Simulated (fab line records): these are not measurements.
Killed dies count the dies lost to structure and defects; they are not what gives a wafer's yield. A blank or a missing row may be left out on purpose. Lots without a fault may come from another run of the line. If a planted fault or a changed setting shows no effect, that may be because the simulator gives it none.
Chamber matching | flow sky130 | SKY_METAL4_ETCH_17 on rie diel-03: 4 sister chambers
The step etches SiO2 in C4F8/O2/Ar, stops on TiN, time 3.9 s, target depth 15 nm. 4 wafers are shown with their chamber, then 12 later ones without.

## WAFERS WITH THEIR CHAMBER
wafer  | chamber | oes product au (a.u.)
L086.6 | 1       | 0.771
L092.1 | 2       | 0.758
L092.2 | 3       | 0.766
L092.3 | 0       | 0.762

## WAFERS WHOSE CHAMBER IS MISSING
wafer  | oes product au (a.u.)
L092.4 | 0.774
L092.5 | 0.774
L092.6 | 0.758
L093.3 | 0.752
L093.4 | 0.756
L093.5 | 0.767
L095.2 | 0.745
L095.3 | 0.751
L095.6 | 0.759
L097.4 | 0.754
L097.5 | 0.762
L097.6 | 0.766

## WHICH CHAMBER EACH ONE RAN IN
wafer  | from the rows above               | in truth
L092.4 | can't be placed: 1 or 3 or 0      | 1
L092.5 | can't be placed: 1 or 3 or 0      | 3
L092.6 | can't be placed: 2 or 0 or 3      | 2
L093.3 | can't be placed: 2 or 0 or 3      | 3
L093.4 | can't be placed: 2 or 0 or 3      | 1
L093.5 | can't be placed: 3 or 1 or 0 or 2 | 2
L095.2 | can't be placed: 2 or 0 or 3      | 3
L095.3 | can't be placed: 2 or 0 or 3      | 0
L095.6 | can't be placed: 2 or 0 or 3      | 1
L097.4 | can't be placed: 2 or 0 or 3      | 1
L097.5 | can't be placed: 0 or 2 or 3 or 1 | 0
L097.6 | can't be placed: 3 or 0 or 1 or 2 | 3
Correctly placed: 0 of 12. These rows do not allow placing 12 (true chamber among the candidates in 9). Number placed wrongly: 0.
How it was worked out, from the rows above alone: a wafer's distance from a chamber is the root of the sum, over the readings, of the square of ((its reading less the chamber's mean) divided by the reading's scatter). The wafer belongs to the nearest chamber; if the next one is less than 2 further off, it can't be placed. The mean given for a chamber averages the wafers shown for that chamber. The scatter: root of mean squared gap, hidden wafer to nearest shown wafer, with one shown wafer a chamber.
